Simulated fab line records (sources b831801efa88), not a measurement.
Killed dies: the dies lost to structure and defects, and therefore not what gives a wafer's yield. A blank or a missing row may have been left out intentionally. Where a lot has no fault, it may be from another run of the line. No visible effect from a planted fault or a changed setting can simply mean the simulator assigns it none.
Which of the tools did it? :: flow gf180mcu :: 14 lots with 42 wafers sampled at 5 steps, on a route of 602 steps

## WHAT EACH GAUGE READ, for each wafer
GF_V2_OVL_MEAS_15.
lot: L355
measured: day 20 15:16
on: overlay-02
V2_OVL (nm): 4 5 8

lot: L356
measured: day 21 00:07
on: overlay-01
V2_OVL (nm): -8 -10 -14

lot: L358
measured: day 21 10:51
on: overlay-01
V2_OVL (nm): -10 -20 -15

lot: L359
measured: day 22 03:58
on: overlay-02
V2_OVL (nm): -7 -4 0

lot: L361
measured: day 22 20:10
on: overlay-02
V2_OVL (nm): 1 4 4

lot: L363
measured: day 23 09:18
on: overlay-01
V2_OVL (nm): -17 -3 -7

lot: L367
measured: day 24 16:15
on: overlay-01
V2_OVL (nm): 0 2 -7

lot: L368
measured: day 24 23:55
on: overlay-02
V2_OVL (nm): 8 2 -1

lot: L371
measured: day 26 03:24
on: overlay-02
V2_OVL (nm): -5 -3 -4

lot: L372
measured: day 26 08:37
on: overlay-02
V2_OVL (nm): 0 2 2

lot: L373
measured: day 26 14:34
on: overlay-01
V2_OVL (nm): -1 -4 2

lot: L375
measured: day 27 03:01
on: overlay-01
V2_OVL (nm): -4 -6 -6

lot: L377
measured: day 28 03:26
on: overlay-01
V2_OVL (nm): -6 -9 -8

lot: L378
measured: day 28 05:22
on: overlay-01
V2_OVL (nm): -2 0 -4

GF_V3_CD_MEAS_14 targets a cd of 260 nm.
lot: L355
measured: day 22 18:03
on: cd_sem-02
cd_nm (nm): 257.5 258.8 258.1

lot: L356
measured: day 23 03:27
on: cd_sem-02
cd_nm (nm): 260.5 260.7 261.3

lot: L358
measured: day 23 12:27
on: cd_sem-02
cd_nm (nm): 258.7 258.7 258.1

lot: L359
measured: day 24 04:46
on: cd_sem-02
cd_nm (nm): 258.2 257.4 259.0

lot: L361
measured: day 24 19:40
on: cd_sem-02
cd_nm (nm): 259.4 258.9 258.0

lot: L363
measured: day 25 08:11
on: cd_sem-02
cd_nm (nm): 259.5 260.3 260.5

lot: L367
measured: day 26 13:59
on: cd_sem-01
cd_nm (nm): 264.9 263.5 265.3

lot: L368
measured: day 26 20:30
on: cd_sem-02
cd_nm (nm): 264.8 264.9 262.9

lot: L371
measured: day 27 23:18
on: cd_sem-01
cd_nm (nm): 261.0 260.2 260.3

lot: L372
measured: day 28 03:59
on: cd_sem-02
cd_nm (nm): 258.8 258.9 257.3

lot: L373
measured: day 28 10:06
on: cd_sem-02
cd_nm (nm): 261.0 260.1 259.2

lot: L375
measured: day 28 22:03
on: cd_sem-01
cd_nm (nm): 259.0 259.5 259.4

lot: L377
measured: day 29 21:41
on: cd_sem-01
cd_nm (nm): 259.7 260.5 259.9

lot: L378
measured: day 29 23:40
on: cd_sem-02
cd_nm (nm): 258.8 259.5 259.5

GF_V3_THK_MEAS_25: measures by xrf.
lot: L355
measured: day 22 19:14
on: film_metro-01
V3_W_THK (nm): 344 339 336

lot: L356
measured: day 23 04:35
on: film_metro-01
V3_W_THK (nm): 340 337 334

lot: L358
measured: day 23 13:36
on: film_metro-01
V3_W_THK (nm): 340 340 343

lot: L359
measured: day 24 05:55
on: film_metro-02
V3_W_THK (nm): 347 349 346

lot: L361
measured: day 24 20:49
on: film_metro-02
V3_W_THK (nm): 345 339 346

lot: L363
measured: day 25 09:22
on: film_metro-01
V3_W_THK (nm): 344 346 345

lot: L367
measured: day 26 15:08
on: film_metro-01
V3_W_THK (nm): 337 342 335

lot: L368
measured: day 26 21:38
on: film_metro-01
V3_W_THK (nm): 345 341 338

lot: L371
measured: day 28 00:29
on: film_metro-01
V3_W_THK (nm): 343 342 342

lot: L372
measured: day 28 05:07
on: film_metro-02
V3_W_THK (nm): 336 336 341

lot: L373
measured: day 28 11:17
on: film_metro-03
V3_W_THK (nm): 339 340 346

lot: L375
measured: day 28 23:13
on: film_metro-02
V3_W_THK (nm): 338 340 340

lot: L377
measured: day 29 22:50
on: film_metro-01
V3_W_THK (nm): 346 345 347

lot: L378
measured: day 30 00:52
on: film_metro-02
V3_W_THK (nm): 343 344 340

GF_M4_THK_MEAS_06: measures by xrf.
lot: L355
measured: day 22 19:56
on: film_metro-01
M4_ALCU_THK (nm): 460 457 463

lot: L356
measured: day 23 05:17
on: film_metro-03
M4_ALCU_THK (nm): 455 453 454

lot: L358
measured: day 23 14:18
on: film_metro-04
M4_ALCU_THK (nm): 457 451 453

lot: L359
measured: day 24 06:37
on: film_metro-01
M4_ALCU_THK (nm): 446 455 449

lot: L361
measured: day 24 21:31
on: film_metro-04
M4_ALCU_THK (nm): 456 457 450

lot: L363
measured: day 25 10:04
on: film_metro-01
M4_ALCU_THK (nm): 457 449 454

lot: L367
measured: day 26 15:50
on: film_metro-04
M4_ALCU_THK (nm): 448 453 450

lot: L368
measured: day 26 22:26
on: film_metro-03
M4_ALCU_THK (nm): 454 453 450

lot: L371
measured: day 28 01:11
on: film_metro-03
M4_ALCU_THK (nm): 452 450 453

lot: L372
measured: day 28 05:49
on: film_metro-04
M4_ALCU_THK (nm): 442 452 456

lot: L373
measured: day 28 11:59
on: film_metro-04
M4_ALCU_THK (nm): 456 457 451

lot: L375
measured: day 28 23:55
on: film_metro-01
M4_ALCU_THK (nm): 448 449 450

lot: L377
measured: day 29 23:32
on: film_metro-03
M4_ALCU_THK (nm): 449 456 456

lot: L378
measured: day 30 01:34
on: film_metro-03
M4_ALCU_THK (nm): 453 457 454

## EACH LOT AND THE TOOL THAT RAN IT (in order: tool; ch and the chambers of the sampled wafers; start)
lot: L355
GF_V3_PEB_12: litho_track-01 ch 0, day 22 17:42

lot: L356
GF_V3_PEB_12: litho_track-03 ch 0, day 23 03:07

lot: L358
GF_V3_PEB_12: litho_track-01 ch 0, day 23 12:06

lot: L359
GF_V3_PEB_12: litho_track-03 ch 0, day 24 04:27

lot: L361
GF_V3_PEB_12: litho_track-03 ch 0, day 24 19:21

lot: L363
GF_V3_PEB_12: litho_track-03 ch 0, day 25 07:50

lot: L367
GF_V3_PEB_12: litho_track-03 ch 0, day 26 13:38

lot: L368
GF_V3_PEB_12: litho_track-03 ch 0, day 26 20:10

lot: L371
GF_V3_PEB_12: litho_track-01 ch 0, day 27 22:57

lot: L372
GF_V3_PEB_12: litho_track-04 ch 0, day 28 03:40

lot: L373
GF_V3_PEB_12: litho_track-04 ch 0, day 28 09:45

lot: L375
GF_V3_PEB_12: litho_track-01 ch 0, day 28 21:42

lot: L377
GF_V3_PEB_12: litho_track-03 ch 0, day 29 21:20

lot: L378
GF_V3_PEB_12: litho_track-01 ch 0, day 29 23:20
- GF_V3_PEB_12: peb time 90 s.

## AS READ BY THE TOOLS THEMSELVES (means over the sampled wafers that have a number; for cases with no such wafer, the mark the record gives instead)
GF_V3_PEB_12.
lot: L355
tool: litho_track-01
exhaust_pa (Pa): 45.1

lot: L356
tool: litho_track-03
exhaust_pa (Pa): 44.6

lot: L358
tool: litho_track-01
exhaust_pa (Pa): 45.3

lot: L359
tool: litho_track-03
exhaust_pa (Pa): 43.9

lot: L361
tool: litho_track-03
exhaust_pa (Pa): 45.3

lot: L363
tool: litho_track-03
exhaust_pa (Pa): 45.9

lot: L367
tool: litho_track-03
exhaust_pa (Pa): 44.6

lot: L368
tool: litho_track-03
exhaust_pa (Pa): 43.8

lot: L371
tool: litho_track-01
exhaust_pa (Pa): 44.4

lot: L372
tool: litho_track-04
exhaust_pa (Pa): 45.4

lot: L373
tool: litho_track-04
exhaust_pa (Pa): 45.0

lot: L375
tool: litho_track-01
exhaust_pa (Pa): 46.5

lot: L377
tool: litho_track-03
exhaust_pa (Pa): 45.0

lot: L378
tool: litho_track-01
exhaust_pa (Pa): 45.8

## THE ANSWER, worked out from the rows above alone
Rule: the lots themselves supply what counts as usual. Put in order of their means at a reading, lots are off if they are a third of the lots or fewer, leave a main group of 4 or more, and stand apart from it by a gap of 3 or more times the standard deviation of the main group's means; of several such gaps the widest counts. The tables above print the reading to a certain number of digits; a main group whose means all agree to those digits is not used. Also off: a lot with no number at a reading for which 4 or more lots have one. Any other lot the step has rows for is counted as sound. First the gauges in route order, then the tools' own readings, where a lot's mean is used as printed above. The first step at which some lot is off is used, and at that step the reading that is off furthest; a lot without a number counts as furthest.
Off: L367, L368 (GF_V3_CD_MEAS_14, cd_nm). Main group: mean 259.3 nm, sd 0.91.
A tool fits if, at a process step before that reading, it ran every lot that is off, and no sound lot after the first of them. The gauges at GF_V3_CD_MEAS_14 are tried like those tools. Not one of the candidates tried fits.

## WHAT HAD BEEN PUT IN BY THE SIMULATOR
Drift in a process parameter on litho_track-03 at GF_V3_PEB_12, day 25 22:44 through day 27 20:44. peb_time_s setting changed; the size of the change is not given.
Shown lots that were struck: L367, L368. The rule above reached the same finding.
